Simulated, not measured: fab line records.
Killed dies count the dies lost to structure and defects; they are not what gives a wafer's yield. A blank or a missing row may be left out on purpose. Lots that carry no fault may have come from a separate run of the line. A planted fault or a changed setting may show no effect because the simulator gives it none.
What tool caused it? -- flow sky130 -- 72 wafers from 24 lots sampled at 3 of the route's 708 steps

## WHAT THE GAUGES SHOWED, per wafer
SKY_LOCAL_INTERCONNECT_OVL_MEAS_12. Usual: for LOCAL_INTERCONNECT_OVL the level is -4 nm and the standard deviation is 5.9.
lot,measured,on,LOCAL_INTERCONNECT_OVL (nm),flag
L074,day 30 07:11,overlay-02,0 -4 -2,
L075,day 30 22:13,overlay-02,3 -2 1,
L076,day 31 00:03,overlay-01,-4 -8 -8,
L077,day 31 10:44,overlay-01,6 -2 -3,
L078,day 31 14:31,overlay-01,-2 -8 1,
L079,day 32 18:07,overlay-01,-8 -7 -1,
L080,day 32 20:09,overlay-01,5 1 5,
L081,day 32 22:30,overlay-01,2 -1 -4,
L082,day 33 03:08,overlay-02,-5 -4 -12,
L083,day 34 03:48,overlay-02,-8 9 -4,
L084,day 34 06:36,overlay-02,-6 -12 -6,
L086,day 35 02:11,overlay-02,1 2 10,
L085,day 35 02:31,overlay-02,0 -8 -2,
L087,day 35 03:15,overlay-02,0 -3 -6,
L088,day 35 05:18,overlay-01,-9 -8 -4,
L089,day 35 11:49,overlay-02,7 0 -4,
L090,day 35 14:42,overlay-02,-14 -8 -9,
L092,day 36 07:54,overlay-01,-11 -16 -12,
L091,day 36 10:13,overlay-01,-11 -19 -11,
L093,day 36 14:07,overlay-02,-10 3 3,
L094,day 37 13:38,overlay-01,0 3 -4,
L096,day 37 15:53,overlay-02,-7 0 -14,
L095,day 37 16:35,overlay-02,-2 2 -8,
L097,day 37 18:53,overlay-02,-4 3 -1,

SKY_VIA1_RS_MEAS_22: measures by four-point-probe. Usual: for VIA1_W_RS the level is 0.428 ohm/sq and the standard deviation is 0.0044.
lot,measured,on,VIA1_W_RS (ohm/sq),flag
L074,day 33 22:36,film-metro-04,0.430 0.427 0.427,
L075,day 34 11:14,film-metro-04,0.423 0.428 0.428,
L076,day 34 13:16,film-metro-02,0.429 0.425 0.428,
L077,day 35 00:57,film-metro-04,0.426 0.431 0.425,
L078,day 35 04:29,film-metro-02,0.427 0.425 0.432,
L079,day 36 06:04,film-metro-03,0.431 0.428 0.424,
L080,day 36 09:28,film-metro-02,0.423 0.417 0.427,
L081,day 36 11:26,film-metro-04,0.429 0.426 0.424,
L082,day 36 16:04,film-metro-04,0.422 0.425 0.424,
L083,day 37 15:58,film-metro-02,0.427 0.429 0.424,
L084,day 37 18:10,film-metro-04,0.435 0.435 0.429,
L086,day 38 11:25,film-metro-03,0.424 0.426 0.420,
L085,day 38 12:06,film-metro-03,0.429 0.428 0.427,
L087,day 38 14:48,film-metro-03,0.428 0.428 0.421,
L088,day 38 16:50,film-metro-03,0.429 0.429 0.431,
L089,day 38 22:48,film-metro-02,0.422 0.432 0.426,
L090,day 39 00:50,film-metro-04,0.432 0.436 0.434,
L092,day 39 17:16,film-metro-03,0.426 0.423 0.424,
L091,day 39 19:38,film-metro-03,0.424 0.420 0.425,
L093,day 39 22:46,film-metro-04,0.434 0.433 0.432,
L094,day 40 21:20,film-metro-04,0.434 0.436 0.430,
L096,day 41 00:20,film-metro-04,0.434 0.433 0.436,
L095,day 41 00:41,film-metro-02,0.424 0.430 0.425,
L097,day 41 03:55,film-metro-04,0.425 0.416 0.426,

SKY_VIA2_BOW_MEAS_03. Usual: for VIA2_BOW the level is 85 um and the standard deviation is 7.4.
lot,measured,on,VIA2_BOW (um),flag
L074,day 35 02:35,film-metro-02,89 78 90,
L075,day 35 15:41,film-metro-02,88 95 93,
L076,day 35 16:41,film-metro-02,76 84 95,
L077,day 36 05:00,film-metro-03,75 88 78,
L078,day 36 08:43,film-metro-02,79 71 91,
L079,day 37 09:55,film-metro-03,90 76 100,
L080,day 37 13:58,film-metro-01,90 89 96,
L081,day 37 15:04,film-metro-03,88 74 83,
L082,day 37 19:32,film-metro-02,83 82 87,
L083,day 38 19:55,film-metro-03,83 90 75,
L084,day 38 22:05,film-metro-01,70 83 73,
L086,day 39 14:36,film-metro-01,87 92 95,
L085,day 39 15:44,film-metro-01,83 89 90,
L087,day 39 17:59,film-metro-03,87 84 73,
L088,day 39 20:11,film-metro-02,88 75 94,
L089,day 40 02:11,film-metro-01,96 77 101,
L090,day 40 03:16,film-metro-01,90 82 79,
L092,day 40 20:21,film-metro-01,84 76 82,
L091,day 40 22:23,film-metro-02,87 83 83,
L093,day 41 01:25,film-metro-03,80 92 97,
L094,day 41 23:12,film-metro-01,95 98 87,
L096,day 42 02:23,film-metro-01,85 71 90,
L095,day 42 03:05,film-metro-03,86 82 96,
L097,day 42 05:40,film-metro-03,89 80 74,

## WHICH TOOL RAN EACH LOT (tool, then ch and the chambers of the sampled wafers, then the start)
Record: no process step prior to these readings.

## WHAT THE TOOLS THEMSELVES READ (means of the sampled wafers that have a number; where no wafer has one, the mark that the record gives instead)
The record holds no such reading with a usual standard deviation.

## THE ANSWER, worked out from the rows above alone
Rule: a lot is off if the mean of its wafers that have a number lies more than 3 standard deviations from the usual mean. A lot without any number at a reading at which 4 lots or more have one is off too. All remaining lots with rows at the step are treated as sound. Order of review: gauges by route order, followed by the tools' own readings, for which a lot's mean as printed above is used. The first step at which some lot is off is used, and at that step the reading that is off furthest; a lot without a number counts as furthest.
None of the lots is off at any reading shown; this tells nothing.

## WHAT THE SIMULATOR HAD PUT IN
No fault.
